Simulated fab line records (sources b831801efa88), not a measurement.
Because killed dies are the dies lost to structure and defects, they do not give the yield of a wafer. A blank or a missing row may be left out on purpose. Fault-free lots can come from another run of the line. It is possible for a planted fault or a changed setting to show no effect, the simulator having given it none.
Which tool did it? | flow sky130 | Sampling: 13 lots, 39 wafers, 5 of 708 route steps

## WHAT EACH GAUGE READ, for each wafer
SKY_GATE_OXIDE_OVL_MEAS_10.
lot  | measured     | on         | GATE_OXIDE_OVL (nm)
L902 | day 13 21:03 | overlay-02 | -1.9 0.4 0.3
L903 | day 14 00:24 | overlay-01 | -1.8 -0.8 1.2
L904 | day 14 13:10 | overlay-01 | 1.5 -0.4 1.4
L905 | day 14 18:59 | overlay-02 | 1.9 0.3 1.4
L906 | day 15 06:20 | overlay-01 | -0.3 -2.0 -2.0
L907 | day 15 09:47 | overlay-02 | 0.1 -0.4 -0.4
L914 | day 18 01:52 | overlay-01 | 2.4 1.0 0.4
L920 | day 20 08:29 | overlay-01 | 0.1 -0.9 0.3
L921 | day 20 17:53 | overlay-01 | 2.0 -0.4 2.2
L922 | day 21 01:23 | overlay-01 | -0.2 0.7 0.4
L923 | day 21 09:19 | overlay-02 | 2.1 1.5 1.7
L924 | day 21 20:41 | overlay-01 | 1.9 1.6 3.0
L925 | day 22 08:17 | overlay-02 | 0.5 0.4 2.5

SKY_LDD_HVN_TW_MEAS_10.
lot  | measured     | on            | LDD_HVN_TW
L902 | day 20 05:22 | film_metro-03 | 1462 1462 1472
L903 | day 20 11:50 | film_metro-04 | 1442 1442 1448
L904 | day 21 04:50 | film_metro-03 | 1456 1434 1456
L905 | day 21 08:56 | film_metro-02 | 1429 1427 1435
L906 | day 21 21:17 | film_metro-04 | 1434 1434 1443
L907 | day 22 01:00 | film_metro-03 | 1453 1452 1454
L914 | day 24 21:35 | film_metro-02 | 1438 1436 1440
L920 | day 27 04:08 | film_metro-02 | 1422 1423 1421
L921 | day 27 08:41 | film_metro-02 | 1425 1421 1423
L922 | day 27 15:49 | film_metro-04 | 1438 1436 1442
L923 | day 27 22:16 | film_metro-04 | 1444 1451 1436
L924 | day 28 07:56 | film_metro-04 | 1442 1444 1439
L925 | day 28 19:49 | film_metro-03 | 1454 1450 1447

SKY_SD_P_CD_MEAS_07: the cd target is 380 nm.
lot  | measured     | on        | cd_nm (nm)
L902 | day 25 09:30 | cd_sem-01 | 379.6 382.3 384.8
L903 | day 25 13:34 | cd_sem-02 | 378.2 376.8 378.0
L904 | day 26 08:41 | cd_sem-02 | 379.7 377.3 376.6
L905 | day 26 11:03 | cd_sem-02 | 382.1 385.1 381.4
L906 | day 26 21:55 | cd_sem-02 | 382.4 380.3 382.0
L907 | day 27 02:03 | cd_sem-01 | 378.1 377.3 374.1
L914 | day 29 19:09 | cd_sem-02 | 379.1 436.7 377.0
L920 | day 31 22:57 | cd_sem-02 | 383.5 381.4 382.2
L921 | day 32 03:27 | cd_sem-01 | 384.8 386.6 384.3
L922 | day 32 10:42 | cd_sem-01 | 378.8 380.0 380.0
L923 | day 32 18:23 | cd_sem-02 | 378.3 381.3 377.8
L924 | day 33 01:28 | cd_sem-02 | 381.8 382.6 380.8
L925 | day 33 13:53 | cd_sem-02 | 384.0 385.1 381.7

## TOOL THAT RAN EACH LOT (tool first, then ch and the chambers of the sampled wafers, then the start)
lot  | SKY_LDD_N_STRIP_16                   | SKY_SD_P_COAT_02
L902 | plasma_asher-02 ch 1, day 17 16:01   | litho_track-03 ch 0, day 24 19:23
L903 | plasma_asher-04 ch 0,1, day 17 22:16 | litho_track-04 ch 0, day 24 22:59
L904 | plasma_asher-03 ch 0,1, day 18 14:52 | litho_track-04 ch 0, day 25 17:50
L905 | plasma_asher-04 ch 1, day 18 18:58   | litho_track-03 ch 0, day 25 20:08
L906 | plasma_asher-02 ch 0,1, day 19 07:32 | litho_track-03 ch 0, day 26 07:40
L907 | plasma_asher-04 ch 0,1, day 19 10:35 | litho_track-03 ch 0, day 26 11:16
L914 | plasma_asher-03 ch 0,1, day 22 09:53 | litho_track-03 ch 0, day 29 04:25
L920 | plasma_asher-03 ch 0,1, day 24 16:16 | litho_track-01 ch 0, day 31 09:36
L921 | plasma_asher-04 ch 0,1, day 24 21:37 | litho_track-01 ch 0, day 31 13:17
L922 | plasma_asher-03 ch 0,1, day 25 04:25 | litho_track-04 ch 0, day 31 20:41
L923 | plasma_asher-02 ch 0,1, day 25 10:39 | litho_track-01 ch 0, day 32 04:38
L924 | plasma_asher-03 ch 0,1, day 25 21:40 | litho_track-01 ch 0, day 32 12:17
L925 | plasma_asher-03 ch 0,1, day 26 09:25 | litho_track-04 ch 0, day 33 00:41
- SKY_LDD_N_STRIP_16: strips in O2/N2.
- SKY_SD_P_COAT_02: resist thk 1140 nm.

## WHAT THE TOOLS THEMSELVES READ (means of the sampled wafers that have a number; where no wafer has one, the mark that the record gives instead)
SKY_LDD_N_STRIP_16.
lot  | tool            | drypump_motor_current_A (A) | oes_product_au (a.u.) | strip_time_to_endpoint_s (s)
L902 | plasma_asher-02 | 6.0                         | 0.400                 | 4.322
L903 | plasma_asher-04 | 5.2                         | 0.410                 | 4.317
L904 | plasma_asher-03 | 6.1                         | 0.407                 | 4.297
L905 | plasma_asher-04 | 5.1                         | 0.403                 | 4.305
L906 | plasma_asher-02 | 5.9                         | 0.407                 | 4.319
L907 | plasma_asher-04 | 5.2                         | 0.404                 | 4.315
L914 | plasma_asher-03 | 6.1                         | 0.405                 | 4.305
L920 | plasma_asher-03 | 6.1                         | 0.407                 | 4.336
L921 | plasma_asher-04 | 5.2                         | 0.405                 | 4.339
L922 | plasma_asher-03 | 6.1                         | 0.407                 | 4.319
L923 | plasma_asher-02 | 6.0                         | 0.405                 | 4.325
L924 | plasma_asher-03 | 6.1                         | 0.405                 | 4.312
L925 | plasma_asher-03 | 6.1                         | 0.407                 | 4.315

## THE ANSWER, worked out from the rows above alone
Rule: usual is defined by the lots themselves. The widest of any qualifying gaps counts: lots, ordered by their means at a reading, are off when they make up no more than a third of the lots, leave a main group of 4 or more, and stand apart from it by 3 or more times the standard deviation of that group's means. A main group whose means are all the same, to the digits that the tables above print for the reading, isn't used. Also off: a lot with no number at a reading for which 4 or more lots have one. Any other lot the step has rows for is counted as sound. The gauges are gone through in route order, then the tools' own readings, and for those a lot's mean is taken as printed above. The first step at which some lot is off is used, and at that step the reading that is off furthest; a lot without a number counts as furthest.
Off, at SKY_SD_P_CD_MEAS_07 on cd_nm: L914. For the main group the mean is 380.9 nm and the standard deviation 2.6.
A tool fits if, at a process step before that reading, it ran every lot that is off, and no sound lot after the first of them. Gauges at SKY_SD_P_CD_MEAS_07: tried the same way as those tools. One fits: SKY_SD_P_COAT_02 on litho_track-03. A fault onset in the window from L907 (day 26 11:16, its last sound lot) to L914 (day 29 04:25, its first lot off) fits.

## WHAT WAS PUT IN BY THE SIMULATOR
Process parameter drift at SKY_SD_P_COAT_02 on litho_track-03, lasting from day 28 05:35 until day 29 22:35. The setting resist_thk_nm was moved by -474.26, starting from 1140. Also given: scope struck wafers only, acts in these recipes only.
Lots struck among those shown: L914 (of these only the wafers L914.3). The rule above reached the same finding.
